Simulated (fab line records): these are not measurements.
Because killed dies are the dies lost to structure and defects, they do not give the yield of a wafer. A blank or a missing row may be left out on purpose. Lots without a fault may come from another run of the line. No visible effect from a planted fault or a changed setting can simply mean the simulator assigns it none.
Matching of chambers -- flow gf180mcu -- 4 sister chambers for GF_V3_CMP_26 on cmp-02
The step polishes, stops on SiO2, t overpolish 15 s, target thk 0 nm. 8 wafers are shown with their chamber, then 8 later ones without.

== WAFERS, EACH WITH ITS CHAMBER ==
wafer,chamber,motor current A (A),time to endpoint s (s)
L575.5,0,11.1,87
L587.4,0,12.0,88
L589.3,3,13.9,86
L589.5,1,12.0,88
L590.3,1,12.2,84
L590.5,2,12.1,87
L590.6,3,12.8,82
L593.1,2,11.8,87

== WAFERS WITH NO CHAMBER GIVEN ==
wafer,motor current A (A),time to endpoint s (s)
L593.4,11.1,84
L593.5,12.7,87
L595.1,12.3,81
L595.3,11.2,83
L595.6,12.3,83
L596.1,12.1,86
L596.4,12.4,88
L596.5,13.0,83

== THE CHAMBER EACH PASSED THROUGH ==
wafer,from the rows above,in truth
L593.4,can't be placed: 0 or 1 or 2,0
L593.5,can't be placed: 1 or 2 or 3 or 0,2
L595.1,can't be placed: 1 or 3 or 2 or 0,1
L595.3,can't be placed: 1 or 0 or 2 or 3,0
L595.6,can't be placed: 1 or 2 or 3 or 0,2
L596.1,can't be placed: 1 or 2 or 0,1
L596.4,can't be placed: 2 or 1 or 0 or 3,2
L596.5,can't be placed: 3 or 1 or 2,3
Correct placement for 0 of the 8. From these rows, 8 cannot be placed; in 8 the true chamber is one of the candidates. 0 placed wrongly.
How it was worked out, from the rows above alone: a wafer's distance from a chamber is the root of the sum, over the readings, of the square of ((its reading less the chamber's mean) divided by the reading's scatter). If the next closest chamber is less than 2 further off than the closest, the wafer can't be placed; otherwise it belongs to the closest. Each chamber's mean is taken over the wafers shown for it. How the scatter is found: for the shown wafers, subtract from each reading the mean of its chamber, square and add these, divide the total by (wafers less chambers), then take the root.
